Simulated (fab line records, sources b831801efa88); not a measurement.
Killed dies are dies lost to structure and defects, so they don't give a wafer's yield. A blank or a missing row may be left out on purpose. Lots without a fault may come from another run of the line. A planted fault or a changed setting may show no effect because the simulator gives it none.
A struck lot beside a sound one | flow sfq_line | 42 steps out of a route of 325
Sound: wafers L387.2, L387.4, L387.5. Struck: wafer L378.3. (L378.1, L378.5 of the same lot were not struck and are left out.) The cause comes at the end.
At each step with rows: each side's tool, then ch and its chambers, then its first start. Under that, the readings that differ: sound wafers | struck wafers | difference of the means | sigmas: that difference in standard deviations of wafers without a fault.
alike: readings whose means differ by less than 2 such deviations, and words and numbers that are the same on both sides. not compared: withheld readings, readings that some wafer has no value for, bounds like >300 that may hide the same value, and numbers for which the record gives no deviation and whose values overlap.
The two part at a step that has a row with sigmas, a row that says differs or no value, or rows on one side only. Numbers that don't overlap but have no deviation are shown without sigmas and don't part them. A reading that every wafer of one side lacks parts them only if that side has two wafers or more.

first, 6 steps without rows for these wafers: SFQ_TRILAYER_M2_LITHO_COAT_062 (resist thk 62 nm); SFQ_TRILAYER_M2_LITHO_COAT_057 (resist thk 600 nm); SFQ_TRILAYER_M2_LITHO_SOFTBAKE_061; SFQ_TRILAYER_M2_LITHO_EXPOSE_058 (exposes mask M2, target cd 500 nm); SFQ_TRILAYER_M2_LITHO_PEB_060 (peb time 60 s); SFQ_TRILAYER_M2_LITHO_DEVELOP_059 (time 60 s).
SFQ_M2_OVL_MEAS_916:
  sound on overlay-02, day 44 14:49; struck on overlay-02, day 40 21:07
  alike: M2_OVL
then, 5 steps without rows for these wafers: SFQ_TRILAYER_M2_BARC_OPEN_METAL_ETCH_077 (etches BARC in O2, target depth 125 nm, time 41.7 s); SFQ_TRILAYER_M2_ETCH_METAL_ETCH_060 (etches Nb in Cl2/Ar, stops on SiO2, target depth 240 nm, time 120 s); SFQ_TRILAYER_M2_STRIP_STRIP_061 (strips in O2); SFQ_TRILAYER_M2_STRIP_SOLV_CLEAN_062 (cleans in NMP, time 600 s); SFQ_TRILAYER_I2_DEP_PECVD_063 (deposits SiO2 from SiH4/N2O, time 111.11 s, target thk 500 nm).
SFQ_TRILAYER_I2_CMP_CMP_064: polishes SiO2.
  sound on cmp-01 ch 0,1,2, day 44 17:17; struck on cmp-02 ch 2, day 40 23:18
  reading                                             | sound             | struck | difference | sigmas
  time_to_endpoint_s (s)                              | 216 214 223       | 248    | +30        | +4
  model.SiO2_of_TRILAYER_I2_DEP_PECVD_063.thk_nm (nm) | 199.7 199.7 200.1 | 150.2  | -49.6      |
  alike: motor_current_A
SFQ_I2_BOW_MEAS_917:
  sound on film_metro-01, day 44 19:18; struck on film_metro-01, day 41 01:18
  alike: I2_BOW
SFQ_TRILAYER_I2_METRO_MEASURE_065:
  sound on film_metro-01, day 44 19:36; struck on film_metro-01, day 41 01:25
  reading     | sound             | struck | difference | sigmas
  thk_nm (nm) | 199.9 199.6 200.1 | 150.3  | -49.6      | -56
then, 6 steps without rows for these wafers: SFQ_TRILAYER_I2_VIA_LITHO_COAT_072 (resist thk 62 nm); SFQ_TRILAYER_I2_VIA_LITHO_COAT_067 (resist thk 650 nm); SFQ_TRILAYER_I2_VIA_LITHO_SOFTBAKE_071; SFQ_TRILAYER_I2_VIA_LITHO_EXPOSE_068 (exposes mask I2, target cd 500 nm); SFQ_TRILAYER_I2_VIA_LITHO_PEB_070 (peb time 60 s); SFQ_TRILAYER_I2_VIA_LITHO_DEVELOP_069 (time 60 s).
SFQ_I2_OVL_MEAS_918:
  sound on overlay-02, day 44 22:52; struck on overlay-01, day 42 05:05
  alike: I2_OVL
SFQ_TRILAYER_I2_VIA_BARC_OPEN_VIA_ETCH_096: etches BARC in O2, target depth 125 nm, time 41.7 s.
  sound on rie_diel-01 ch 1,3, day 44 22:53; struck on rie_diel-04 ch 0, day 42 05:07
  alike: drypump_motor_current_A, oes_product_au
  not compared: rf_hours_counter_h
SFQ_TRILAYER_I2_VIA_ETCH_VIA_ETCH_070: etches SiO2 in CHF3, stops on Nb, target depth 260 nm.
  sound on rie_diel-01 ch 1,3, day 44 22:56; struck on rie_diel-04 ch 0, day 42 05:10
  reading                        | sound             | struck | difference | sigmas
  oes_product_au (a.u.)          | 0.854 0.854 0.849 | 0.743  | -0.109     | -23
  model.etch.depth_nm (nm)       | 199.7 199.7 200.1 | 150.2  | -49.6      |
  model.I2.feature_depth_nm (nm) | 199.7 199.7 200.1 | 150.2  | -49.6      |
  alike: drypump_motor_current_A
SFQ_TRILAYER_I2_VIA_STRIP_STRIP_071: strips in O2.
  sound on rie_metal-03 ch 0,1, day 44 23:02; struck on rie_metal-03 ch 1, day 42 05:16
  alike: drypump_motor_current_A, oes_product_au
  not compared: rf_hours_counter_h
then, 1 step without rows for these wafers: SFQ_TRILAYER_I2_VIA_STRIP_SOLV_CLEAN_072 (cleans in NMP, time 600 s).
SFQ_TRILAYER_M3_DEP_PRE_CLEAN_074: time 22.5 s.
  sound on pvd_sputter-03, day 44 23:49; struck on pvd_sputter-05, day 42 06:03
  reading                                             | sound             | struck | difference | sigmas
  model.SiO2_of_TRILAYER_I2_DEP_PECVD_063.thk_nm (nm) | 192.2 192.2 192.6 | 142.7  | -49.6      |
SFQ_TRILAYER_M3_DEP_SPUTTER_073: material Nb, target thk 200 nm, time 133.3 s.
  sound on pvd_sputter-03, day 44 23:51; struck on pvd_sputter-05, day 42 06:04
  alike: chamber_pressure_pa, throttle_valve_pct
SFQ_M3_RS_MEAS_919: measures by four-point-probe.
  sound on film_metro-02, day 44 23:58; struck on film_metro-01, day 42 06:10
  reading           | sound             | struck | difference | sigmas
  M3_NB_RS (ohm/sq) | 0.876 0.875 0.876 | 0.894  | +0.018     | +2
then, 6 steps without rows for these wafers: SFQ_TRILAYER_M3_LITHO_COAT_080 (resist thk 62 nm); SFQ_TRILAYER_M3_LITHO_COAT_075 (resist thk 600 nm); SFQ_TRILAYER_M3_LITHO_SOFTBAKE_079; SFQ_TRILAYER_M3_LITHO_EXPOSE_076 (exposes mask M3, target cd 500 nm); SFQ_TRILAYER_M3_LITHO_PEB_078 (peb time 60 s); SFQ_TRILAYER_M3_LITHO_DEVELOP_077 (time 60 s).
-- the record jumps here: 6 days lie between the struck wafers' starts before and after --
SFQ_M3_OVL_MEAS_921:
  sound on overlay-02, day 50 04:05; struck on overlay-02, day 48 01:12
  alike: M3_OVL
SFQ_TRILAYER_M3_BARC_OPEN_METAL_ETCH_100: etches BARC in O2, target depth 125 nm, time 41.7 s.
  sound on rie_metal-04 ch 1, day 50 04:07; struck on rie_metal-04 ch 0, day 48 01:14
  alike: drypump_motor_current_A, oes_product_au
  not compared: rf_hours_counter_h
then, 3 steps without rows for these wafers: SFQ_TRILAYER_M3_ETCH_METAL_ETCH_078 (etches Nb in Cl2/Ar, stops on SiO2, target depth 240 nm, time 120 s); SFQ_TRILAYER_M3_STRIP_STRIP_079 (strips in O2); SFQ_TRILAYER_M3_STRIP_SOLV_CLEAN_080 (cleans in NMP, time 600 s).
SFQ_TRILAYER_I3_DEP_PECVD_081: deposits SiO2 from SiH4/N2O, time 111.11 s, target thk 500 nm.
  sound on pecvd-04 ch 1,2, day 50 05:05; struck on pecvd-01 ch 1, day 48 02:12
  alike: heater_power_w, throttle_valve_pct
-- the record jumps here: 37 days lie between the struck wafers' starts before and after --
SFQ_M8_BOW_MEAS_951:
  sound on film_metro-01, day 88 06:10; struck on film_metro-01, day 85 02:36
  reading                 | sound            | struck | difference | sigmas
  model.etest.i2.link_ohm | 1.953 1.956 1.96 | 1.929  | -0.027     |
  alike: M8_BOW

WHERE THEY PART
First at SFQ_TRILAYER_I2_CMP_CMP_064; last, within this record, at SFQ_M3_RS_MEAS_919. Later steps at which nothing parts them and some readings are alike: SFQ_M3_OVL_MEAS_921, SFQ_TRILAYER_M3_BARC_OPEN_METAL_ETCH_100, SFQ_TRILAYER_I3_DEP_PECVD_081, SFQ_M8_BOW_MEAS_951.

WHY: what the simulator had put in
Process parameter drift: cmp-02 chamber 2, from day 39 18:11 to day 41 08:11, at SFQ_TRILAYER_I2_CMP_CMP_064. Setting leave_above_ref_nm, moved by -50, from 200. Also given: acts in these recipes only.
